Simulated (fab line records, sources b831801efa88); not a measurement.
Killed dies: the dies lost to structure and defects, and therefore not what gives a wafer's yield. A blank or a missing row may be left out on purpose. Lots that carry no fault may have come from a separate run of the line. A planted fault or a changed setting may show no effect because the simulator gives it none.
A struck lot beside a sound one | flow sfq-line | 13 out of 325 route steps
Sound: the wafers L104.1, L104.2, L104.5. Struck: wafer L111.4 (L111.1, L111.5, from the same lot, were not struck and are left out); the cause is given at the end.
At each step with rows: each side's tool, then ch and its chambers, then its first start. Under that, the readings that differ: sound wafers | struck wafers | difference of the means | sigmas: that difference in standard deviations of wafers without a fault.
alike: readings whose means differ by less than 2 such deviations, and words and numbers that are the same on both sides. not compared: withheld readings, readings that some wafer has no value for, bounds like >300 that may hide the same value, and numbers for which the record gives no deviation and whose values overlap.
Wherever a step has rows on one side only, a row that says differs or no value, or a row with sigmas, the two part there. Numbers that don't overlap but have no deviation are shown without sigmas and don't part them. A reading missing from all wafers of one side parts the sides only when that side holds two or more wafers.

first, 1 step without rows for these wafers: SFQ_TRILAYER_M4_DEP_PRE_CLEAN_092 (time 22.5 s).
SFQ_TRILAYER_M4_DEP_SPUTTER_091: material Nb, target thk 200 nm, time 133.3 s.
  sound on pvd-sputter-04 at day 38 18:20; struck on pvd-sputter-04 at day 45 13:05
  alike: throttle-valve-pct
SFQ_M4_RS_MEAS_924: uses a four-point probe to measure.
  sound on film-metro-02 at day 38 18:25; struck on film-metro-03 at day 45 13:10
  alike: M4_NB_RS
then, 6 steps without rows for these wafers: SFQ_TRILAYER_M4_LITHO_COAT_098 (resist thk 62 nm); SFQ_TRILAYER_M4_LITHO_COAT_093 (resist thk 600 nm); SFQ_TRILAYER_M4_LITHO_SOFTBAKE_097; SFQ_TRILAYER_M4_LITHO_EXPOSE_094 (exposes mask M4, target cd 500 nm); SFQ_TRILAYER_M4_LITHO_PEB_096 (peb time 60 s); SFQ_TRILAYER_M4_LITHO_DEVELOP_095 (time 60 s).
SFQ_M4_OVL_MEAS_926:
  sound on overlay-02 at day 44 22:56; struck on overlay-02 at day 46 10:41
  alike: M4_OVL
SFQ_TRILAYER_M4_BARC_OPEN_METAL_ETCH_123: etches BARC in O2, target depth 125 nm, time 41.7 s.
  sound on rie-metal-02 ch 0,1, day 44 22:59; struck on rie-metal-02 ch 0, day 46 10:43
  alike: bias-w, drypump-motor-current-A, oes-product-au
  not compared: rf-hours-counter-h
SFQ_TRILAYER_M4_ETCH_METAL_ETCH_096: etches Nb in Cl2/Ar, stops on SiO2, target depth 240 nm, time 120 s.
  sound on rie-metal-02 ch 0,1, day 44 23:02; struck on rie-metal-02 ch 0, day 46 10:46
  reading                                             | sound             | struck | difference | sigmas
  model.KrF_of_TRILAYER_M4_LITHO_COAT_093.thk-nm (nm) | 383.4 382.4 382.8 | 327.4  | -55.5      |
  model.M4.feature-depth-nm (nm)                      | 196.9 199.9 198.3 | 207.2  | +8.8       |
  model.SiO2_of_TRILAYER_I3_DEP_PECVD_081.thk-nm (nm) | 193.3 191.3 192.1 | 183.1  | -9.1       |
  alike: bias-w, drypump-motor-current-A, oes-product-au
  not compared: rf-hours-counter-h
SFQ_TRILAYER_M4_STRIP_STRIP_097: strips in O2.
  sound on rie-metal-02 ch 0,1, day 44 23:10; struck on rie-metal-02 ch 0, day 46 10:54
  alike: drypump-motor-current-A, oes-product-au, platen-temp-c
  not compared: rf-hours-counter-h

== WHERE THEY PART ==
Nowhere in this record.

WHY: what had been put in by the simulator
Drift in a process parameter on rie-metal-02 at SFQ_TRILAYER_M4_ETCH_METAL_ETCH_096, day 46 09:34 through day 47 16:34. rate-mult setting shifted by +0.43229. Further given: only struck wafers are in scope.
